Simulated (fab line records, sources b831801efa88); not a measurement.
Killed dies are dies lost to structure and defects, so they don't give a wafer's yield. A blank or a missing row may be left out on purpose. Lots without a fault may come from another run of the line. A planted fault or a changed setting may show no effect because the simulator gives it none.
One fault seen from 2 desks | flow gf180mcu | each desk has only its own numbers; what lay behind them comes last

THE METROLOGY DESK
What the gauges read, lot by lot, whatever tool the lot ran on: means of the sampled wafers that have a number. A lot is out of limits, marked OUT, if its mean lies more than 4 standard deviations from the usual mean; the brackets give that distance.
Columns: A = MVPSD_TW at GF_MVPSD_TW_MEAS_11, usual 554; B = VT_IMPLANT_3_TW at GF_VT_IMPLANT_TW_MEAS_32, usual 270.5; C = VT_IMPLANT_4_TW at GF_VT_IMPLANT_TW_MEAS_43, usual 695
lot  | first seen here | A   | B     | C
L782 | day 5 02:17     | 559 | 271.4 | 693
L784 | day 5 13:13     | 548 | 270.4 | 699
L785 | day 5 19:15     | 546 | 270.3 | 697
L786 | day 5 23:07     | 558 | 270.5 | 697
L787 | day 6 05:49     | 548 | 271.2 | 698
L788 | day 6 15:40     | 547 | 270.2 | 692
L789 | day 7 03:58     | 551 | 270.4 | 694
L798 | day 9 00:44     | 557 | 267.6 | 697
L801 | day 9 20:36     | 549 | 269.2 | 695
L802 | day 10 05:43    | 555 | 270.6 | 694
L803 | day 10 07:14    | 554 | 270.8 | 695
L804 | day 10 12:59    | 555 | 271.4 | 696
L805 | day 10 20:22    | 555 | 270.3 | 694
This desk's finding: nothing out of limits on any of the 13 lots.

THE TOOL OWNER'S DESK: implanter-03
The tool's own readings at GF_VT_IMPLANT_IMPLANT_30: means of the sampled wafers that have a number, for each lot that ran on this tool. A lot is out of limits, marked OUT, if its mean lies more than 4 standard deviations from the usual mean; the brackets give that distance.
Columns: A = beam_on_s at GF_VT_IMPLANT_IMPLANT_30, usual 10.03 s
lot  | first seen here | A
L782 | day 6 22:14     | 9.75
L785 | day 7 17:43     | 10.12
L787 | day 8 04:43     | 9.98
L798 | day 11 06:05    | 10.05
This desk's finding: nothing out of limits on any of the 4 lots.

PUT TOGETHER
The metrology desk saw nothing out of limits.
The tool owner's desk saw nothing out of limits.

WHAT THE SIMULATOR HAD PUT IN
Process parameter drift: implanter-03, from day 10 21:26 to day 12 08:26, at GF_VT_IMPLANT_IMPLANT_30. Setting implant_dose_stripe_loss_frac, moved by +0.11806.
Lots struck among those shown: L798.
